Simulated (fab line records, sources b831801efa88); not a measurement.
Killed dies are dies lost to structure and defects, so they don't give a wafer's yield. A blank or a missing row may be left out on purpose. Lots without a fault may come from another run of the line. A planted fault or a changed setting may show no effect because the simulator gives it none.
Chamber matching | flow sky130 | SKY_VIA4_ETCH_12 on rie_diel-01: 4 sister chambers
The step etches SiO2 in C4F8/O2/Ar, stops on TiN, target depth 580 nm. 4 wafers are shown with their chamber, then 8 later ones without.

WAFERS WITH THEIR CHAMBER
wafer  | chamber | oes_product_au (a.u.)
L084.3 | 0       | 0.937
L089.1 | 2       | 0.925
L089.6 | 3       | 0.922
L091.3 | 1       | 0.928

WAFERS WITHOUT THEIR CHAMBER
wafer  | oes_product_au (a.u.)
L091.4 | 0.934
L091.5 | 0.926
L096.2 | 0.923
L096.3 | 0.927
L096.5 | 0.929
L097.1 | 0.923
L097.5 | 0.925
L097.6 | 0.917

WHICH CHAMBER EACH WENT THROUGH
wafer  | from the rows above          | in truth
L091.4 | can't be placed: 0 or 1      | 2
L091.5 | can't be placed: 2 or 1 or 3 | 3
L096.2 | can't be placed: 3 or 2 or 1 | 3
L096.3 | can't be placed: 1 or 2 or 3 | 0
L096.5 | can't be placed: 1 or 2      | 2
L097.1 | can't be placed: 3 or 2 or 1 | 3
L097.5 | can't be placed: 2 or 1 or 3 | 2
L097.6 | can't be placed: 3 or 2      | 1
Placed correctly: 0 of 8. Can't be placed from these rows: 8 (the true chamber is among the candidates in 5). Placed wrongly: 0.
How it was worked out, from the rows above alone: a wafer's distance from a chamber is the root of the sum, over the readings, of the square of ((its reading less the chamber's mean) divided by the reading's scatter). The wafer belongs to the nearest chamber; if the next one is less than 2 further off, it can't be placed. A chamber's mean is the mean of its shown wafers. The scatter: with one shown wafer a chamber, the root of the mean of the squares of how far each hidden wafer lies from its nearest shown one.
